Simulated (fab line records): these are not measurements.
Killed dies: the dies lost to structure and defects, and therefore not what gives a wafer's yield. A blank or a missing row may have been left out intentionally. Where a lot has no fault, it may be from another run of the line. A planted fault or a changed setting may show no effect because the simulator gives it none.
Matching of chambers :: flow sky130 :: SKY_VIA3_CMP_02 on cmp-02: 4 sister chambers
The step polishes SiO2. 18 wafers are shown with their chamber, then 9 later ones without.

EACH WAFER AND ITS CHAMBER
wafer: L678.1
chamber: 3
motor_current_A (A): 12.3

wafer: L678.2
chamber: 0
motor_current_A (A): 10.9

wafer: L678.4
chamber: 1
motor_current_A (A): 10.1

wafer: L679.2
chamber: 3
motor_current_A (A): 13.1

wafer: L679.4
chamber: 2
motor_current_A (A): 11.4

wafer: L679.5
chamber: 0
motor_current_A (A): 10.8

wafer: L680.1
chamber: 3
motor_current_A (A): 12.4

wafer: L680.5
chamber: 3
motor_current_A (A): 12.1

wafer: L680.6
chamber: 0
motor_current_A (A): 10.8

wafer: L688.1
chamber: 0
motor_current_A (A): 11.0

wafer: L688.3
chamber: 2
motor_current_A (A): 11.2

wafer: L688.4
chamber: 3
motor_current_A (A): 12.1

wafer: L689.4
chamber: 2
motor_current_A (A): 10.9

wafer: L689.5
chamber: 1
motor_current_A (A): 10.7

wafer: L689.6
chamber: 0
motor_current_A (A): 11.8

wafer: L690.1
chamber: 0
motor_current_A (A): 11.2

wafer: L690.2
chamber: 2
motor_current_A (A): 11.0

wafer: L690.3
chamber: 1
motor_current_A (A): 10.4

SIGNATURES, as means of the wafers listed above
reading: motor_current_A
chamber 0: 11.083
chamber 1: 10.400
chamber 2: 11.125
chamber 3: 12.400
scatter within a chamber: 0.352
Rule: a wafer's distance from a chamber is the root of the sum, over the readings, of the square of ((its reading less the chamber's mean) divided by the reading's scatter). The wafer belongs to the nearest chamber; if the next one is less than 2 further off, it can't be placed. The scatter: take each reading less its chamber's mean, square it, sum over the shown wafers, divide by the number of wafers less the number of chambers, and take the root.

WAFERS WITH NO CHAMBER GIVEN
wafer: L694.1
motor_current_A (A): 11.3

wafer: L694.2
motor_current_A (A): 10.8

wafer: L694.3
motor_current_A (A): 12.0

wafer: L699.3
motor_current_A (A): 11.4

wafer: L699.4
motor_current_A (A): 9.9

wafer: L699.5
motor_current_A (A): 11.1

wafer: L701.1
motor_current_A (A): 10.6

wafer: L701.3
motor_current_A (A): 13.4

wafer: L701.6
motor_current_A (A): 9.7

THE CHAMBER EACH PASSED THROUGH
wafer: L694.1
from the rows above: can't be placed: 2 or 0
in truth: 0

wafer: L694.2
from the rows above: can't be placed: 0 or 2 or 1
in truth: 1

wafer: L694.3
from the rows above: can't be placed: 3 or 2 or 0
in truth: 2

wafer: L699.3
from the rows above: can't be placed: 2 or 0
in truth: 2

wafer: L699.4
from the rows above: can't be placed: 1 or 0
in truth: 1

wafer: L699.5
from the rows above: can't be placed: 0 or 2 or 1
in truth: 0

wafer: L701.1
from the rows above: can't be placed: 1 or 0 or 2
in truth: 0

wafer: L701.3
from the rows above: 3
in truth: 3

wafer: L701.6
from the rows above: can't be placed: 1 or 0
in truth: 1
Placed correctly: 1 of 9. Not placeable from these rows: 8 (in 8, the candidates include the true chamber). Number placed wrongly: 0.
